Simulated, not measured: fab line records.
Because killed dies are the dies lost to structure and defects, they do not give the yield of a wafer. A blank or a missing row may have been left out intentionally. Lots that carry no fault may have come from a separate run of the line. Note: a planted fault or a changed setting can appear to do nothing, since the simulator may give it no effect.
fab line records | flow sky130 | part 1 of 2: steps 1 to 30 of 38
[record] lots = 5 wafers = 15 lastDay = 50
route steps=708 shown METAL1@439 VIA1@458
lots that met no fault: taken from a fault-free run of the same line
startH: the number of hours between the record's first day and the start of the first shown wafer of the lot | waitH: how many hours have passed since the lot's step before this one | " repeats the value in the row above | L1.1+2: a single row standing in for several wafers | - no value, or no start given | * or withheld: withheld | < > ~ a bound
route shown NAME@n: NAME is a module with steps in the file, n the number in the route of the first one | usual: mean/standard deviation of fault-free wafers | same: alike in all rows | chamber/n: place in a boat | sites: readings site by site | _std_site: standard deviation across them | _edge_site: inner sites' mean taken away from outer sites' mean | radiusMm: for every site, how far away it sits from the centre of the wafer | mask NAME#n: copy n | behind: the last tool/chamber to shape the wafer | hold: cause of the lot's hold/its duration in hours/its outcome | device: which transistor (n, p or np) failed to switch | end of line: tests of these same wafers at the route's end | a step with no rows: only its recipe | killed: the dies lost at the first sort to structure and to defects; this is not the yield of the wafer | map: per-die view of a wafer (x killed, . not killed, _ where there is no die)
set.NAME: the setting as run; set.NAME@STEP: as run at that earlier step | model.NAME: the simulator's own value behind a step, which no gauge read
lots at some steps of the route; a table a step, a row a wafer
services: when a tool's chamber went out of use (startH, in hours from the record's first day, below 0 if earlier), for how many hours, and the reason
[[steps]]
[step SKY_METAL1_RS_MEAS_05]
[recipe] thkMeasGauge = four-point-probe reads = TiN_of_METAL1_SPUTTER_04+Ti_of_METAL1_SPUTTER_03+AlCu_of_METAL1_SPUTTER_02+TiN_of_METAL1_SPUTTER_01+Ti_of_METAL1_SPUTTER_00
[usual] METAL1_ALCU_RS = 0.1272/0.0015
// columns lot.wafer tool chamber startH waitH METAL1_ALCU_RS[ohm/sq]
L074.1 filmMetro-03 - 752.20 0.0 0.1280
L074.4 " - " " 0.1326
L074.5 " - " " 0.1275
L079.4 filmMetro-02 - 776.74 0.1 0.1256
L079.5 " - " " 0.1263
L079.6 " - " " 0.1277
L084.3 filmMetro-04 - 835.63 0.1 0.1269
L084.4 " - " " 0.1267
L084.5 " - " " 0.1267
L094.2 filmMetro-03 - 891.85 0.0 0.1281
L094.3 " - " " 0.1270
L094.6 " - " " 0.1285
L097.2 filmMetro-04 - 906.90 0.0 0.1267
L097.3 " - " " 0.1268
L097.5 " - " " 0.1266
[step SKY_METAL1_THK_MEAS_06]
[recipe] thkMeasGauge = xrf reads = AlCu_of_METAL1_SPUTTER_02
[usual] METAL1_ALCU_THK = 248/3.3
// columns lot.wafer tool chamber startH waitH METAL1_ALCU_THK[nm]
L074.1 filmMetro-03 - 752.32 0.1 247
L074.4 " - " " 237
L074.5 " - " " 247
L079.4 filmMetro-02 - 776.83 0.1 254
L079.5 " - " " 251
L079.6 " - " " 250
L084.3 filmMetro-04 - 835.73 0.1 247
L084.4 " - " " 248
L084.5 " - " " 248
L094.2 filmMetro-03 - 891.96 0.1 247
L094.3 " - " " 251
L094.6 " - " " 248
L097.2 filmMetro-04 - 907.01 0.1 248
L097.3 " - " " 251
L097.5 " - " " 248
[step SKY_METAL1_DEHYDRATE_07]
[recipe] tempC = 200 timeS = 60
// columns lot.wafer tool chamber startH waitH
L074.1+4+5 lithoTrack-03 0 766.23 13.9
L079.4+5+6 lithoTrack-04 0 788.93 12.1
L084.3+4+5 lithoTrack-03 0 847.98 12.2
L094.2+3+6 lithoTrack-04 0 903.43 11.5
L097.2+3+5 lithoTrack-04 0 919.08 12.1
[step SKY_METAL1_HMDS_08]
[recipe] primeTimeS = 60 primeTempC = 120
// columns lot.wafer tool chamber startH waitH
L074.1+4+5 lithoTrack-03 0 766.38 0.1
L079.4+5+6 lithoTrack-04 0 789.08 0.1
L084.3+4+5 lithoTrack-03 0 848.13 0.1
L094.2+3+6 lithoTrack-04 0 903.58 0.1
L097.2+3+5 lithoTrack-04 0 919.23 0.1
[step SKY_METAL1_COAT_09]
[recipe] resist = BARC tempC = withheld timeS = withheld spinRpm = 3000 resistThkNm = 60
// columns lot.wafer tool chamber startH waitH
L074.1+4+5 lithoTrack-03 0 766.53 0.1
L079.4+5+6 lithoTrack-04 0 789.23 0.1
L084.3+4+5 lithoTrack-03 0 848.28 0.1
L094.2+3+6 lithoTrack-04 0 903.73 0.1
L097.2+3+5 lithoTrack-04 0 919.38 0.1
[step SKY_METAL1_COAT_10]
[recipe] resist = KrF-thick spinRpm = 3000 resistThkNm = 450
// columns lot.wafer tool chamber startH waitH
L074.1+4+5 lithoTrack-03 0 - -
L079.4+5+6 lithoTrack-04 0 - -
L084.3+4+5 lithoTrack-03 0 - -
L094.2+3+6 lithoTrack-04 0 - -
L097.2+3+5 lithoTrack-04 0 - -
[step SKY_METAL1_SOFTBAKE_11]
[recipe] tempC = 100 timeS = 90 resist = KrF-thick
// columns lot.wafer tool chamber startH waitH
L074.1+4+5 lithoTrack-03 0 - -
L079.4+5+6 lithoTrack-04 0 - -
L084.3+4+5 lithoTrack-03 0 - -
L094.2+3+6 lithoTrack-04 0 - -
L097.2+3+5 lithoTrack-04 0 - -
[step SKY_METAL1_EXPOSE_12]
[recipe] maskId = MM1 na = 0.8 sourceShape = annular sigmaInner = 0.55 sigmaOuter = 0.85 targetCdNm = 140 doseMj = 28
[usual] reticleTempC = 22.98/0.1
[same] sigmaInner = 0.55
// columns lot.wafer tool chamber startH waitH mask reticleTempC
L074.1 krfScanner-02 0 - - MM1#0 23.01
L074.4 " 0 " " MM1#0 23.17
L074.5 " 0 " " MM1#0 22.92
L079.4 krfScanner-01 0 - - MM1#0 23.06
L079.5 " 0 " " MM1#0 23.00
L079.6 " 0 " " MM1#0 23.06
L084.3 krfScanner-01 0 - - MM1#0 22.95
L084.4 " 0 " " MM1#0 22.96
L084.5 " 0 " " MM1#0 22.97
L094.2 krfScanner-02 0 - - MM1#0 22.95
L094.3 " 0 " " MM1#0 23.01
L094.6 " 0 " " MM1#0 23.04
L097.2 krfScanner-02 0 - - MM1#0 22.80
L097.3 " 0 " " MM1#0 23.03
L097.5 " 0 " " MM1#0 22.89
[step SKY_METAL1_PEB_13]
[recipe] pebTempC = withheld pebTimeS = withheld resist = KrF-thick
// columns lot.wafer tool chamber startH waitH
L074.1+4+5 lithoTrack-03 0 - -
L079.4+5+6 lithoTrack-04 0 - -
L084.3+4+5 lithoTrack-04 0 - -
L094.2+3+6 lithoTrack-04 0 - -
L097.2+3+5 lithoTrack-03 0 - -
[step SKY_METAL1_DEVELOP_14]
[recipe] developTimeS = 60 resist = KrF-thick devTempC = 21
[same] developTimeS = 60
// columns lot.wafer tool chamber startH waitH
L074.1+4+5 lithoTrack-03 0 - -
L079.4+5+6 lithoTrack-04 0 - -
L084.3+4+5 lithoTrack-04 0 - -
L094.2+3+6 lithoTrack-04 0 - -
L097.2+3+5 lithoTrack-03 0 - -
[step SKY_METAL1_CD_MEAS_15]
[recipe] targetCdNm = 140
[usual] cdNm = 140.1/1.6
// columns lot.wafer tool chamber startH waitH cdNm
L074.1 cdSem-01 - 780.53 - 141.6
L074.4 " - " " 142.2
L074.5 " - " " 142.1
L079.4 cdSem-02 - 803.51 - 139.4
L079.5 " - " " 138.3
L079.6 " - " " 140.4
L084.3 cdSem-02 - 862.24 - 138.5
L084.4 " - " " 140.2
L084.5 " - " " 139.4
L094.2 cdSem-02 - 916.72 - 140.3
L094.3 " - " " 140.3
L094.6 " - " " 139.8
L097.2 cdSem-02 - 932.05 - 140.9
L097.3 " - " " 141.6
L097.5 " - " " 140.9
[step SKY_METAL1_OVL_MEAS_16]
[usual] METAL1_OVL = -3/5.2
// columns lot.wafer tool chamber startH waitH METAL1_OVL[nm]
L074.1 overlay-01 - 780.65 0.1 4
L074.4 " - " " 4
L074.5 " - " " 9
L079.4 overlay-01 - 803.59 0.1 -11
L079.5 " - " " -4
L079.6 " - " " -5
L084.3 overlay-02 - 862.34 0.1 1
L084.4 " - " " 1
L084.5 " - " " 0
L094.2 overlay-01 - 916.83 0.1 1
L094.3 " - " " -1
L094.6 " - " " 2
L097.2 overlay-01 - 932.16 0.1 -4
L097.3 " - " " -12
L097.5 " - " " -7
[step SKY_METAL1_DESCUM_17]
[recipe] chemistry = O2 sourcePowerW = 150 biasPowerW = 0 pressureMtorr = 10 tempC = 40 timeS = 8
[usual] drypumpMotorCurrentA = 5.5/0.39 oesProductAu = 1.003/0.013 tempC = 40.03/0.11
// columns lot.wafer tool chamber startH waitH drypumpMotorCurrentA oesProductAu rfHoursCounterH tempC
L074.1 rieMetal-01 1 780.68 0.0 4.9 1.010 1 39.92
L074.4 " 1 " " 5.0 1.007 - 39.91
L074.5 " 0 " " 5.9 1.017 - 39.85
L079.4 rieMetal-03 1 803.62 0.0 5.6 0.984 - 40.04
L079.5 " 0 " " 5.9 1.012 - 39.81
L079.6 " 1 " " 5.7 0.975 - 39.93
L084.3 rieMetal-02 1 862.37 0.0 5.0 1.009 - 40.08
L084.4 " 0 " " 5.8 1.028 - 40.31
L084.5 " 1 " " 5.0 1.008 - 40.06
L094.2 rieMetal-01 1 916.87 0.0 4.9 0.994 - 40.16
L094.3 " 1 " " 5.0 0.992 - 40.22
L094.6 " 1 " " 5.0 1.003 - 40.17
L097.2 rieMetal-01 0 932.19 0.0 5.9 1.004 0 40.05
L097.3 " 0 " " 5.9 1.010 - 40.22
L097.5 " 0 " " 5.9 1.011 - 39.98
[step SKY_METAL1_ETCH_18]
[recipe] chemistry = N2/H2 target = BARC ionEnergyEv = 200 biasW = 100 pressureMtorr = 30 n2FlowSccm = 100 h2FlowSccm = 200 icpW = 500 stopOn = SiO2 timeS = 45.9 targetDepthA = 600
[usual] biasW = 100.0/0.33 drypumpMotorCurrentA = 5.5/0.39 n2FlowSccm = 100.02/0.29 oesProductAu = 0.854/0.0048 throttleValvePct = 13.223/0.0091
// columns lot.wafer tool chamber startH waitH biasW drypumpMotorCurrentA n2FlowSccm oesProductAu rfHoursCounterH throttleValvePct
L074.1 rieMetal-01 1 780.72 0.0 99.7 5.0 99.85 0.846 1 13.215
L074.4 " 1 " " 100.2 5.0 99.86 0.857 - 13.227
L074.5 " 0 " " 99.9 5.9 100.52 0.850 - 13.230
L079.4 rieMetal-03 1 803.66 0.0 100.2 5.6 100.60 0.853 - 13.212
L079.5 " 0 " " 99.7 5.9 99.97 0.854 - 13.220
L079.6 " 1 " " 100.7 5.6 99.90 0.850 - 13.237
L084.3 rieMetal-02 1 862.41 0.0 99.7 5.0 100.21 0.847 - 13.229
L084.4 " 0 " " 100.1 5.8 100.50 0.851 - 13.227
L084.5 " 1 " " 100.1 5.0 100.39 0.858 - 13.237
L094.2 rieMetal-01 1 916.95 0.1 99.9 5.0 100.06 0.848 - 13.223
L094.3 " 1 " " 100.0 5.0 99.82 0.849 - 13.210
L094.6 " 1 " " 99.7 5.0 99.82 0.854 - 13.219
L097.2 rieMetal-01 0 932.22 0.0 99.8 5.9 99.62 0.858 0 13.220
L097.3 " 0 " " 99.9 5.9 99.54 0.861 - 13.227
L097.5 " 0 " " 99.4 5.9 99.75 0.852 - 13.194
[step SKY_METAL1_METAL_ETCH_19]
[recipe] targetDepthA = 3600 stopOn = SiO2 overEtchFrac = 0.3 timeS = 78 chemistry = Cl2/BCl3 resistSidewallDeg = 88 pressureMtorr = 10 icpW = 900 biasW = 48.5 Cl2_flow_sccm = 60 bcl3FlowSccm = 30
[usual] bcl3FlowSccm = 30.00/0.094 biasW = 48.51/0.13 drypumpMotorCurrentA = 5.5/0.39 oesProductAu = 0.852/0.0061 throttleValvePct = 22.263/0.0096
// columns lot.wafer tool chamber startH waitH bcl3FlowSccm biasW drypumpMotorCurrentA oesProductAu rfHoursCounterH throttleValvePct
L074.1 rieMetal-01 1 780.78 0.0 29.96 48.38 5.0 0.852 1 22.262
L074.4 " 1 " " 30.19 48.65 4.9 0.847 - 22.273
L074.5 " 0 " " 30.07 48.34 5.9 0.843 - 22.256
L079.4 rieMetal-03 1 803.74 0.1 30.09 48.46 5.6 0.854 - 22.274
L079.5 " 0 " " 29.94 48.57 5.9 0.851 - 22.270
L079.6 " 1 " " 30.02 48.57 5.6 0.849 - 22.271
L084.3 rieMetal-02 1 862.49 0.1 30.03 48.40 5.0 0.850 - 22.255
L084.4 " 0 " " 30.04 48.44 5.8 0.855 - 22.263
L084.5 " 1 " " 29.94 48.55 5.0 0.853 - 22.273
L094.2 rieMetal-01 1 917.08 0.1 29.98 48.57 5.0 0.848 - 22.261
L094.3 " 1 " " 29.87 48.50 5.0 0.851 - 22.251
L094.6 " 1 " " 29.82 48.62 5.0 0.849 - 22.257
L097.2 rieMetal-01 0 932.28 0.0 30.13 48.57 5.9 0.856 0 22.265
L097.3 " 0 " " 30.06 48.62 5.9 0.856 - 22.260
L097.5 " 0 " " 30.08 48.54 5.9 0.853 - 22.276
[step SKY_METAL1_STRIP_20]
[recipe] chemistry = O2/N2 powerW = 1400 pressureMtorr = 1500 platenTempC = withheld o2FlowSccm = 3000 n2FlowSccm = 300 overashFraction = 0.5
[usual] drypumpMotorCurrentA = 5.9/0.41 n2FlowSccm = 300.2/0.91 o2FlowSccm = 2999/10 oesProductAu = 0.342/0.0049 stripTimeToEndpointS = 2.68/0.066
// columns lot.wafer tool chamber startH waitH drypumpMotorCurrentA n2FlowSccm o2FlowSccm oesProductAu rfHoursCounterH stripTimeToEndpointS
L074.1 plasmaAsher-04 1 780.87 0.1 5.4 299.1 3013 0.338 61 2.69
L074.4 " 1 " " 5.4 301.5 3007 0.340 - 2.66
L074.5 " 1 " " 5.4 300.5 3001 0.341 - 2.63
L079.4 plasmaAsher-04 0 803.83 0.1 6.6 300.8 3012 0.342 - 2.75
L079.5 " 1 " " 5.4 300.7 2994 0.341 - 2.60
L079.6 " 0 " " 6.6 301.0 2997 0.341 - 2.74
L084.3 plasmaAsher-01 0 862.58 0.1 5.7 298.7 3002 0.346 - 2.62
L084.4 " 1 " " 5.9 301.0 3019 0.342 - 2.57
L084.5 " 1 " " 5.9 299.8 2998 0.338 - 2.67
L094.2 plasmaAsher-03 1 917.23 0.1 5.6 302.0 3011 0.345 43 2.76
L094.3 " 1 " " 5.6 301.4 3015 0.340 - 2.71
L094.6 " 0 " " 6.0 299.4 2992 0.341 - 2.75
L097.2 plasmaAsher-03 0 932.37 0.1 6.0 299.9 2987 0.349 44 2.64
L097.3 " 0 " " 6.0 300.6 3004 0.349 - 2.64
L097.5 " 1 " " 5.6 300.8 2998 0.345 - 2.65
[step SKY_METAL1_STRIP_21]
[recipe] chemistry = postEtchResidueRemover timeS = 1200 tempC = 72.5
[usual] tempC = 72.49/0.13
// columns lot.wafer tool chamber startH waitH tempC
L074.1 wetBench-04 3 780.97 0.1 72.48
L074.4 " 3 " " 72.48
L074.5 " 3 " " 72.41
L079.4 wetBench-02 1 803.90 0.0 72.41
L079.5 " 1 " " 72.34
L079.6 " 1 " " 72.47
L084.3 wetBench-03 3 862.65 0.0 72.78
L084.4 " 3 " " 72.82
L084.5 " 3 " " 72.70
L094.2 wetBench-04 2 917.33 0.1 72.44
L094.3 " 2 " " 72.47
L094.6 " 2 " " 72.33
L097.2 wetBench-02 1 932.47 0.1 72.49
L097.3 " 1 " " 72.47
L097.5 " 1 " " 72.47
[step SKY_METAL1_CLEAN_22]
[recipe] chemistry = IPA timeS = 180 tempC = 25
[usual] tempC = 25.00/0.1
// columns lot.wafer tool chamber startH waitH tempC
L074.1 wetBench-03 1 781.31 0.0 24.92
L074.4 " 1 " " 25.10
L074.5 " 1 " " 25.08
L079.4 wetBench-04 2 804.27 0.0 25.14
L079.5 " 2 " " 25.16
L079.6 " 2 " " 25.03
L084.3 wetBench-03 1 862.99 0.0 25.02
L084.4 " 1 " " 25.00
L084.5 " 1 " " 25.03
L094.2 wetBench-03 1 917.67 0.0 25.03
L094.3 " 1 " " 25.20
L094.6 " 1 " " 25.09
L097.2 wetBench-04 1 932.84 0.0 24.92
L097.3 " 1 " " 24.83
L097.5 " 1 " " 24.82
[step SKY_METAL1_CLEAN_23]
[recipe] chemistry = O3/DIW dry = n2Spin
// columns lot.wafer tool chamber startH waitH
L074.1+4+5 wetBench-04 1 781.37 0.0
L079.4+5+6 wetBench-03 3 804.33 0.0
L084.3+4+5 wetBench-02 0 863.05 0.0
L094.2+3+6 wetBench-04 2 917.73 0.0
L097.2+3+5 wetBench-03 1 932.91 0.0
[step SKY_VIA1_HDPCVD_00]
[recipe] material = SiO2 targetThkNm = 1030 sigmaOpenFrac = 0.3 timeS = 171.7 tempC = 400 sih4FlowSccm = 60 pressureMtorr = 6
// columns lot.wafer tool chamber startH waitH
L074.1+4+5 hdpcvd-02 1,0,1 781.46 0.0
L079.4+5+6 hdpcvd-02 0,2,1 804.47 0.1
L084.3+4+5 hdpcvd-02 0,0,1 863.15 0.0
L094.2+3+6 hdpcvd-02 1,2,2 917.82 0.0
L097.2+3+5 hdpcvd-01 0,2,0 933.02 0.0
[step SKY_VIA1_THK_MEAS_01]
[recipe] reads = SiO2_of_VIA1_HDPCVD_00
[usual] VIA1_HDPCVD_THK = 1031/13
// columns lot.wafer tool chamber startH waitH VIA1_HDPCVD_THK[nm]
L074.1 filmMetro-01 - 781.57 0.1 1033
L074.4 " - " " 1033
L074.5 " - " " 1031
L079.4 filmMetro-04 - 804.56 0.0 1030
L079.5 " - " " 1038
L079.6 " - " " 1017
L084.3 filmMetro-01 - 863.28 0.1 1022
L084.4 " - " " 1032
L084.5 " - " " 1019
L094.2 filmMetro-02 - 917.94 0.1 1031
L094.3 " - " " 1026
L094.6 " - " " 1025
L097.2 filmMetro-04 - 933.14 0.1 1037
L097.3 " - " " 1035
L097.5 " - " " 1034
[step SKY_VIA1_CMP_02]
[recipe] material = SiO2 downForcePsi = 4 platenRpm = 60 padVelocityMS = 0.94248
[usual] motorCurrentA = 11.7/1.2
// columns lot.wafer tool chamber startH waitH motorCurrentA
L074.4 cmp-02 0 781.63 0.0 11.1
L074.1 " 1 " " 9.2
L074.5 " 0 " " 11.8
L079.4 cmp-02 0 804.72 0.1 11.5
L079.5 " 0 " " 10.9
L079.6 " 1 " " 9.8
L084.4 cmp-02 3 863.32 0.0 11.7
L084.3 " 1 " " 9.4
L084.5 " 0 " " 12.0
L094.2 cmp-02 1 917.99 0.0 9.8
L094.3 " 2 " " 12.6
L094.6 " 2 " " 12.8
L097.3 cmp-02 0 933.24 0.1 12.0
L097.2 " 2 " " 12.4
L097.5 " 0 " " 11.3
[step SKY_VIA1_BOW_MEAS_03]
[recipe] mode = bow
[usual] VIA1_BOW = 80/7.1
// columns lot.wafer tool chamber startH waitH VIA1_BOW[um]
L074.1 filmMetro-02 - 781.93 0.2 93
L074.4 " - " " 89
L074.5 " - " " 74
L079.4 filmMetro-04 - 805.08 0.3 79
L079.5 " - " " 80
L079.6 " - " " 86
L084.3 filmMetro-02 - 863.66 0.2 76
L084.4 " - " " 86
L084.5 " - " " 86
L094.2 filmMetro-02 - 918.31 0.3 81
L094.3 " - " " 76
L094.6 " - " " 79
L097.2 filmMetro-01 - 933.51 0.1 82
L097.3 " - " " 83
L097.5 " - " " 66
[step SKY_VIA1_DEHYDRATE_04]
[recipe] tempC = 200 timeS = 60
// columns lot.wafer tool chamber startH waitH
L074.1+4+5 lithoTrack-03 0 795.28 13.3
L079.4+5+6 lithoTrack-03 0 817.55 12.5
L084.3+4+5 lithoTrack-01 0 875.82 12.1
L094.2+3+6 lithoTrack-01 0 930.05 11.7
L097.2+3+5 lithoTrack-01 0 945.50 12.0
[step SKY_VIA1_HMDS_05]
[recipe] primeTimeS = 60 primeTempC = 120
// columns lot.wafer tool chamber startH waitH
L074.1+4+5 lithoTrack-03 0 795.43 0.1
L079.4+5+6 lithoTrack-03 0 817.70 0.1
L084.3+4+5 lithoTrack-01 0 875.97 0.1
L094.2+3+6 lithoTrack-01 0 930.20 0.1
L097.2+3+5 lithoTrack-01 0 945.65 0.1
[step SKY_VIA1_COAT_06]
[recipe] resist = BARC tempC = withheld timeS = withheld spinRpm = 3000 resistThkNm = 60
// columns lot.wafer tool chamber startH waitH
L074.1+4+5 lithoTrack-03 0 795.58 0.1
L079.4+5+6 lithoTrack-03 0 817.85 0.1
L084.3+4+5 lithoTrack-01 0 876.12 0.1
L094.2+3+6 lithoTrack-01 0 930.35 0.1
L097.2+3+5 lithoTrack-01 0 945.80 0.1
[step SKY_VIA1_COAT_07]
[recipe] resist = KrF-thick spinRpm = 3000 resistThkNm = 450
// columns lot.wafer tool chamber startH waitH
L074.1+4+5 lithoTrack-03 0 - -
L079.4+5+6 lithoTrack-03 0 - -
L084.3+4+5 lithoTrack-01 0 - -
L094.2+3+6 lithoTrack-01 0 - -
L097.2+3+5 lithoTrack-01 0 - -
[step SKY_VIA1_SOFTBAKE_08]
[recipe] tempC = 100 timeS = 90 resist = KrF-thick
// columns lot.wafer tool chamber startH waitH
L074.1+4+5 lithoTrack-03 0 - -
L079.4+5+6 lithoTrack-03 0 - -
L084.3+4+5 lithoTrack-01 0 - -
L094.2+3+6 lithoTrack-01 0 - -
L097.2+3+5 lithoTrack-01 0 - -
[step SKY_VIA1_EXPOSE_09]
[recipe] maskId = VIM na = 0.8 sourceShape = annular sigmaInner = 0.55 sigmaOuter = 0.85 targetCdNm = 150 doseMj = 38
[usual] reticleTempC = 22.99/0.1
[same] sigmaInner = 0.55
// columns lot.wafer tool chamber startH waitH mask reticleTempC
L074.1 krfScanner-02 0 - - VIM#0 23.05
L074.4 " 0 " " VIM#0 23.00
L074.5 " 0 " " VIM#0 23.14
L079.4 krfScanner-02 0 - - VIM#0 23.06
L079.5 " 0 " " VIM#0 23.05
L079.6 " 0 " " VIM#0 22.99
L084.3 krfScanner-01 0 - - VIM#0 23.03
L084.4 " 0 " " VIM#0 23.08
L084.5 " 0 " " VIM#0 22.94
L094.2 krfScanner-02 0 - - VIM#0 23.16
L094.3 " 0 " " VIM#0 22.92
L094.6 " 0 " " VIM#0 23.26
L097.2 krfScanner-01 0 - - VIM#0 23.01
L097.3 " 0 " " VIM#0 23.19
L097.5 " 0 " " VIM#0 23.11
[step SKY_VIA1_PEB_10]
[recipe] pebTempC = withheld pebTimeS = withheld resist = KrF-thick
// columns lot.wafer tool chamber startH waitH
L074.1+4+5 lithoTrack-01 0 - -
L079.4+5+6 lithoTrack-03 0 - -
L084.3+4+5 lithoTrack-01 0 - -
L094.2+3+6 lithoTrack-03 0 - -
L097.2+3+5 lithoTrack-01 0 - -
